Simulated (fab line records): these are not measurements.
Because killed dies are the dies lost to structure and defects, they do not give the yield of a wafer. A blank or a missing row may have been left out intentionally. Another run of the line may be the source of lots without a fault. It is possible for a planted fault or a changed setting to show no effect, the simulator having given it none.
Shared-tool check :: flow gf180mcu :: Lots sampled 14, wafers sampled 42

== WHAT PROMPTED THE OPENING ==
3 of 14 lots carry a flag on the reading MVSD_RS at GF_VT_IMPLANT_RS_MEAS_46. No-fault wafers: 457.0 ohm/sq, standard deviation 1.2.
Rule: a lot is flagged in two cases, either no wafer of it has a number, or all its wafers with numbers fall more than 4 standard deviations from that mean. The rest of the lots are taken to be sound.

lot: L991
measured: day 7 19:49
on: filmMetro-03
MVSD_RS (ohm/sq), wafer by wafer: 458.7 458.5 458.8
flag: 

lot: L992
measured: day 8 01:38
on: filmMetro-01
MVSD_RS (ohm/sq), wafer by wafer: 457.7 456.5 457.1
flag: 

lot: L994
measured: day 8 15:59
on: filmMetro-04
MVSD_RS (ohm/sq), wafer by wafer: 457.2 456.2 457.0
flag: 

lot: L995
measured: day 8 22:43
on: filmMetro-01
MVSD_RS (ohm/sq), wafer by wafer: 456.3 455.8 455.9
flag: 

lot: L997
measured: day 9 13:29
on: filmMetro-03
MVSD_RS (ohm/sq), wafer by wafer: 458.0 459.1 458.6
flag: 

lot: L998
measured: day 9 18:27
on: filmMetro-03
MVSD_RS (ohm/sq), wafer by wafer: 457.0 457.0 456.6
flag: 

lot: L999
measured: day 10 01:43
on: filmMetro-03
MVSD_RS (ohm/sq), wafer by wafer: 459.3 458.6 457.7
flag: 

lot: L100
measured: day 10 09:07
on: filmMetro-04
MVSD_RS (ohm/sq), wafer by wafer: 456.4 456.0 456.1
flag: 

lot: L106
measured: day 12 01:19
on: filmMetro-03
MVSD_RS (ohm/sq), wafer by wafer: 441.8 443.0 444.1
flag: FLAGGED

lot: L107
measured: day 12 08:47
on: filmMetro-01
MVSD_RS (ohm/sq), wafer by wafer: 444.2 444.8 443.7
flag: FLAGGED

lot: L108
measured: day 12 14:35
on: filmMetro-04
MVSD_RS (ohm/sq), wafer by wafer: 443.6 442.7 444.0
flag: FLAGGED

lot: L109
measured: day 12 22:40
on: filmMetro-04
MVSD_RS (ohm/sq), wafer by wafer: 455.7 454.7 453.9
flag: 

lot: L110
measured: day 13 06:46
on: filmMetro-01
MVSD_RS (ohm/sq), wafer by wafer: 457.3 456.5 457.1
flag: 

lot: L113
measured: day 14 01:11
on: filmMetro-04
MVSD_RS (ohm/sq), wafer by wafer: 457.4 457.1 456.1
flag: 
The numbers of the flagged lots are 443.5 ohm/sq on average: -13.5 ohm/sq against the usual, or -11 standard deviations.

== WHICH TOOL RAN EACH LOT ==
The record holds 1 process step before the reading, out of a route of 602 steps. Cell contents, in order: the tool; ch with the chambers the sampled wafers went through; the start.
lot: L991
flag: 
GF_MVSD_IMPLANT_08: implanter-01 ch 0, day 4 15:37

lot: L992
flag: 
GF_MVSD_IMPLANT_08: implanter-04 ch 0, day 4 21:17

lot: L994
flag: 
GF_MVSD_IMPLANT_08: implanter-01 ch 0, day 5 09:47

lot: L995
flag: 
GF_MVSD_IMPLANT_08: implanter-01 ch 0, day 5 14:58

lot: L997
flag: 
GF_MVSD_IMPLANT_08: implanter-01 ch 0, day 6 03:47

lot: L998
flag: 
GF_MVSD_IMPLANT_08: implanter-01 ch 0, day 6 09:46

lot: L999
flag: 
GF_MVSD_IMPLANT_08: implanter-01 ch 0, day 6 12:52

lot: L100
flag: 
GF_MVSD_IMPLANT_08: implanter-04 ch 0, day 6 20:14

lot: L106
flag: FLAGGED
GF_MVSD_IMPLANT_08: implanter-01 ch 0, day 8 06:57

lot: L107
flag: FLAGGED
GF_MVSD_IMPLANT_08: implanter-01 ch 0, day 8 13:07

lot: L108
flag: FLAGGED
GF_MVSD_IMPLANT_08: implanter-01 ch 0, day 8 19:17

lot: L109
flag: 
GF_MVSD_IMPLANT_08: implanter-04 ch 0, day 9 00:42

lot: L110
flag: 
GF_MVSD_IMPLANT_08: implanter-04 ch 0, day 9 07:44

lot: L113
flag: 
GF_MVSD_IMPLANT_08: implanter-03 ch 0, day 10 01:23
These steps, and what they do:
- GF_MVSD_IMPLANT_08
- GF_VT_IMPLANT_RS_MEAS_46: measures by four-point-probe.

== FLAGGED OVER TOTAL, TOOL BY TOOL (the gauges that took the reading come last) ==
step: GF_MVSD_IMPLANT_08
tool: implanter-01
lots run: 9
flagged: 3
share of the flagged lots: all
sound lots run after its first flagged lot: 0

step: GF_MVSD_IMPLANT_08
tool: implanter-03
lots run: 1
flagged: 0
share of the flagged lots: none
sound lots run after its first flagged lot: -

step: GF_MVSD_IMPLANT_08
tool: implanter-04
lots run: 4
flagged: 0
share of the flagged lots: none
sound lots run after its first flagged lot: -

step: GF_VT_IMPLANT_RS_MEAS_46
tool: filmMetro-01
lots run: 4
flagged: 1
share of the flagged lots: some
sound lots run after its first flagged lot: 1 (L110)

step: GF_VT_IMPLANT_RS_MEAS_46
tool: filmMetro-03
lots run: 5
flagged: 1
share of the flagged lots: some
sound lots run after its first flagged lot: 0

step: GF_VT_IMPLANT_RS_MEAS_46
tool: filmMetro-04
lots run: 5
flagged: 1
share of the flagged lots: some
sound lots run after its first flagged lot: 2 (L109,L113)

== WHAT IS ALLOWED BY THE TABLE ==
All flagged lots share 1 row of the table, namely implanter-01 at GF_MVSD_IMPLANT_08.
- implanter-01 at GF_MVSD_IMPLANT_08 ran 9 lots, 3 of them flagged. Its last sound lot is L999 (day 6 12:52), its first flagged lot L106 (day 8 06:57): a fault that began between those two fits. Its own readings (beamEnergyKeV) fall more than 4 standard deviations out on all wafers of the flagged lots.
Just one tool remains: implanter-01 at GF_MVSD_IMPLANT_08.

== WHAT WAS PUT IN BY THE SIMULATOR ==
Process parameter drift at GF_MVSD_IMPLANT_08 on implanter-01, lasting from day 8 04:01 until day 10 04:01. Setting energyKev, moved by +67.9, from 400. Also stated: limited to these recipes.
Shown lots that were struck: L106, L107, L108. The rule given above showed the same thing.
